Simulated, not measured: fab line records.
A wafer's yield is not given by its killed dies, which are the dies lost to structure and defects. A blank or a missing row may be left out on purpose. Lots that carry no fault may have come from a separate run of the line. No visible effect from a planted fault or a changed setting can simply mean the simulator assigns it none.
Check of tool commonality + flow gf180mcu + Sampled: 13 lots, 39 wafers

REASON FOR OPENING
Of 13 lots, 3 have the reading NSD_RS flagged at GF_PSD_RS_MEAS_14. No-fault wafers: 46.54 ohm/sq, standard deviation 0.087.
Rule: a lot is flagged in two cases, either no wafer of it has a number, or all its wafers with numbers fall more than 4 standard deviations from that mean. The rest of the lots are taken to be sound.

| lot  | measured     | on            | NSD_RS (ohm/sq), wafer by wafer | flag    |
|------|--------------|---------------|---------------------------------|---------|
| L909 | day 14 21:35 | film_metro-04 | 46.53 46.37 46.57               |         |
| L911 | day 15 17:13 | film_metro-04 | 46.46 46.48 46.49               |         |
| L912 | day 15 23:32 | film_metro-04 | 46.69 46.65 46.62               |         |
| L913 | day 16 06:24 | film_metro-04 | 46.50 46.41 46.41               |         |
| L914 | day 16 15:47 | film_metro-03 | 46.48 46.48 46.47               |         |
| L917 | day 18 00:24 | film_metro-04 | 46.61 46.69 46.58               |         |
| L918 | day 18 09:06 | film_metro-01 | 44.03 44.14 43.98               | FLAGGED |
| L919 | day 19 10:55 | film_metro-04 | 43.97 44.11 44.06               | FLAGGED |
| L921 | day 19 18:49 | film_metro-03 | 43.97 44.04 44.14               | FLAGGED |
| L920 | day 19 20:48 | film_metro-03 | 46.42 46.58 46.54               |         |
| L927 | day 21 11:08 | film_metro-01 | 46.57 46.53 46.57               |         |
| L929 | day 22 07:25 | film_metro-01 | 46.56 46.53 46.66               |         |
| L930 | day 22 12:24 | film_metro-04 | 46.61 46.68 46.69               |         |
The mean of the flagged lots' numbers is 44.05 ohm/sq, -2.49 ohm/sq from the usual (-29 standard deviations).

EACH LOT AND THE TOOL IT RAN ON
The record holds 1 process step before the reading, out of a route of 602 steps. Read each cell as the tool, then ch plus the chambers that the sampled wafers visited, then the start.
| lot  | flag    | GF_PSD_RTA_13                    |
|------|---------|----------------------------------|
| L909 |         | rtp_anneal-02 ch 0, day 14 21:31 |
| L911 |         | rtp_anneal-01 ch 0, day 15 17:07 |
| L912 |         | rtp_anneal-02 ch 0, day 15 23:28 |
| L913 |         | rtp_anneal-02 ch 0, day 16 06:19 |
| L914 |         | rtp_anneal-02 ch 0, day 16 15:43 |
| L917 |         | rtp_anneal-02 ch 0, day 18 00:19 |
| L918 | FLAGGED | rtp_anneal-02 ch 0, day 18 09:01 |
| L919 | FLAGGED | rtp_anneal-02 ch 0, day 19 10:45 |
| L921 | FLAGGED | rtp_anneal-02 ch 0, day 19 18:39 |
| L920 |         | rtp_anneal-01 ch 0, day 19 20:43 |
| L927 |         | rtp_anneal-01 ch 0, day 21 11:03 |
| L929 |         | rtp_anneal-02 ch 0, day 22 07:19 |
| L930 |         | rtp_anneal-02 ch 0, day 22 12:19 |
What these steps do:
- GF_PSD_RTA_13: time 20 s.
- GF_PSD_RS_MEAS_14: measures by four-point-probe.

FLAGGED AGAINST TOTAL, ONE TOOL AT A TIME (gauges that did the reading follow at the end)
| step              | tool          | lots run | flagged | share of the flagged lots | sound lots run after its first flagged lot |
|-------------------|---------------|----------|---------|---------------------------|--------------------------------------------|
| GF_PSD_RTA_13     | rtp_anneal-01 | 3        | 0       | none                      | -                                          |
| GF_PSD_RTA_13     | rtp_anneal-02 | 10       | 3       | all                       | 2 (L929,L930)                              |
| GF_PSD_RS_MEAS_14 | film_metro-01 | 3        | 1       | some                      | 2 (L927,L929)                              |
| GF_PSD_RS_MEAS_14 | film_metro-03 | 3        | 1       | some                      | 1 (L920)                                   |
| GF_PSD_RS_MEAS_14 | film_metro-04 | 7        | 1       | some                      | 1 (L930)                                   |

WHAT THE TABLE PERMITS
1 row of the table ran every flagged lot: rtp_anneal-02 at GF_PSD_RTA_13.
- rtp_anneal-02 at GF_PSD_RTA_13: 3 of its 10 lots flagged. Sound lots ran on it after the first flagged one (L929, L930), which a lasting fault on the whole tool wouldn't allow. Its own readings lie more than 4 standard deviations out on every wafer of the flagged lots: run_length_s.
None of the table's rows ran every flagged lot and, after the first, no sound lot.

WHAT THE SIMULATOR HAD INSERTED
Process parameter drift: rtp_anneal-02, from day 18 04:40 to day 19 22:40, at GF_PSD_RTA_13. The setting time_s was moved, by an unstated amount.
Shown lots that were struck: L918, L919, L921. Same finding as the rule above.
